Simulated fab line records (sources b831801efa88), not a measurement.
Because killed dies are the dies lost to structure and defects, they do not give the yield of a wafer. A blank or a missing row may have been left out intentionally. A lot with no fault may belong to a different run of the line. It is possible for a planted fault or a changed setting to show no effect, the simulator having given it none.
Comparing a struck lot with a sound one | flow sky130 | 26 steps out of a route of 708
Sound: wafers L180.3, L180.4, L180.6. Wafers L190.1, L190.4, L190.5 were the ones struck. At the end, the cause is stated.
Each step with rows lists, per side, the tool, then ch with its chambers, then its first start. Under that, the readings that differ: sound wafers | struck wafers | difference of the means | sigmas: that difference in standard deviations of wafers without a fault.
alike: a reading whose means differ by less than 2 such deviations, as well as words and numbers matching on both sides. not compared: withheld readings; readings where some wafer has no value; bounds like >300 that might hide an equal value; numbers whose values overlap and for which the record gives no deviation.
The two part at a step that has a row with sigmas, a row that says differs or no value, or rows on one side only. When numbers do not overlap yet have no deviation, they are printed without sigmas and do not part them. A reading that every wafer of one side lacks parts them only if that side has two wafers or more.

SKY_LOCAL_INTERCONNECT_STRIP_15: strips in O2/N2.
  sound on plasma asher-01 ch 0,1, day 31 16:55; struck on plasma asher-03 ch 1, day 34 18:53
  alike: chamber pressure mTorr, drypump motor current A, n2 flow sccm, oes product au, strip time to endpoint s
  not compared: rf hours counter h
then, 3 steps without rows for these wafers: SKY_LOCAL_INTERCONNECT_STRIP_16 (strips in post etch residue remover, time 1200 s); SKY_LOCAL_INTERCONNECT_CLEAN_17 (cleans in IPA, time 180 s); SKY_LOCAL_INTERCONNECT_CLEAN_18 (cleans in O3/DIW).
SKY_CONTACT_CVD_00: deposits Si3N4, target thk 75 nm.
  sound on pecvd-04 ch 1,2, day 31 17:29; struck on pecvd-02 ch 1,2, day 34 19:29
  alike: heater power w
SKY_CONTACT_THK_MEAS_01:
  sound on film metro-03, day 31 17:32; struck on film metro-03, day 34 19:32
  alike: CONTACT_CVD_00_THK
then, 1 step without rows for these wafers: SKY_CONTACT_HDPCVD_02 (deposits SiO2, target thk 565 nm, time 94.2 s).
SKY_CONTACT_THK_MEAS_03:
  sound on film metro-02, day 31 17:40; struck on film metro-04, day 34 19:40
  alike: CONTACT_HDPCVD_THK
SKY_CONTACT_CMP_04: polishes SiO2.
  sound on cmp-01 ch 0,1,2, day 31 17:42; struck on cmp-02 ch 1,2,3, day 34 19:46
  alike: motor current A, platen rpm, time to endpoint s
SKY_CONTACT_BOW_MEAS_05:
  sound on film metro-04, day 31 18:02; struck on film metro-04, day 34 20:01
  alike: CONTACT_BOW
then, 2 steps without rows for these wafers: SKY_CONTACT_DEHYDRATE_06 (time 60 s); SKY_CONTACT_HMDS_07 (prime time 60 s).
SKY_CONTACT_COAT_08: resist thk 60 nm.
  sound on litho track-03 ch 0, day 32 07:24; struck on litho track-03 ch 0, day 35 09:00
  not compared: chill plate temp C
then, 5 steps without rows for these wafers: SKY_CONTACT_COAT_09 (resist thk 450 nm); SKY_CONTACT_SOFTBAKE_10 (time 90 s); SKY_CONTACT_EXPOSE_11 (exposes mask CTM1, target cd 170 nm); SKY_CONTACT_PEB_12; SKY_CONTACT_DEVELOP_13 (develop time 60 s).
SKY_CONTACT_CD_MEAS_14: the cd target is 170 nm.
  sound on cd sem-01, day 32 21:29; struck on cd sem-01, day 35 22:01
  alike: cd nm
SKY_CONTACT_OVL_MEAS_15:
  sound on overlay-01, day 32 21:34; struck on overlay-02, day 35 22:08
  alike: CONTACT_OVL
SKY_CONTACT_ETCH_16: etches BARC in N2/H2, stops on SiO2, time 45.9 s, target depth 60 nm.
  sound on rie diel-04 ch 1,3, day 32 21:35; struck on rie diel-04 ch 0,1, day 35 22:11
  reading                  | sound             | struck            | difference | sigmas
  oes product au (a.u.)    | 0.856 0.859 0.860 | 0.947 0.942 0.945 | +0.086     | +18
  model.etch.depth nm (nm) | 60.26 60.15 60.39 | 71.06 71.12 70.89 | +10.76     |
  alike: chamber pressure mTorr, drypump motor current A, n2 flow sccm, throttle valve pct
  not compared: rf hours counter h
SKY_CONTACT_ETCH_17: etches SiO2 in C4F8/O2/Ar, stops on Si3N4, target depth 340 nm.
  sound on rie diel-04 ch 1,3, day 32 21:38; struck on rie diel-04 ch 0,1, day 35 22:13
  alike: chamber pressure mTorr, oes product au
SKY_CONTACT_ETCH_18: etches Si3N4 in CHF3/O2, stops on TiN, time 39 s, target depth 75 nm.
  sound: rie diel-04 ch 1,3; struck: rie diel-04 ch 0,1
  alike: chamber pressure mTorr, drypump motor current A, oes product au, throttle valve pct
  not compared: rf hours counter h
SKY_CONTACT_STRIP_19: strips in O2/N2.
  sound on plasma asher-04 ch 0,1, day 32 21:46; struck on plasma asher-04 ch 1, day 35 22:19
  reading                      | sound             | struck            | difference | sigmas
  strip time to endpoint s (s) | 3.681 3.673 3.705 | 3.811 3.789 3.834 | +0.125     | +6
  alike: chamber pressure mTorr, drypump motor current A, n2 flow sccm, oes product au
  not compared: rf hours counter h
then, 1 step without rows for these wafers: SKY_CONTACT_STRIP_20 (strips in post etch residue remover, time 1200 s).
-- the record jumps here: 13 days lie between the struck wafers' starts before and after (it left off in module CONTACT and takes up again in module PAD_OPEN, whose first step shown is number 708 of the route) --
SKY_PAD_OPEN_PROBE_99:
  rows exist in the record for the struck wafers here (prober-02, day 48 22:26), but not for the sound ones

## WHERE THEY PART
Earliest at SKY_CONTACT_ETCH_16; latest, in this record, at SKY_PAD_OPEN_PROBE_99.

WHY: the cause the simulator had injected
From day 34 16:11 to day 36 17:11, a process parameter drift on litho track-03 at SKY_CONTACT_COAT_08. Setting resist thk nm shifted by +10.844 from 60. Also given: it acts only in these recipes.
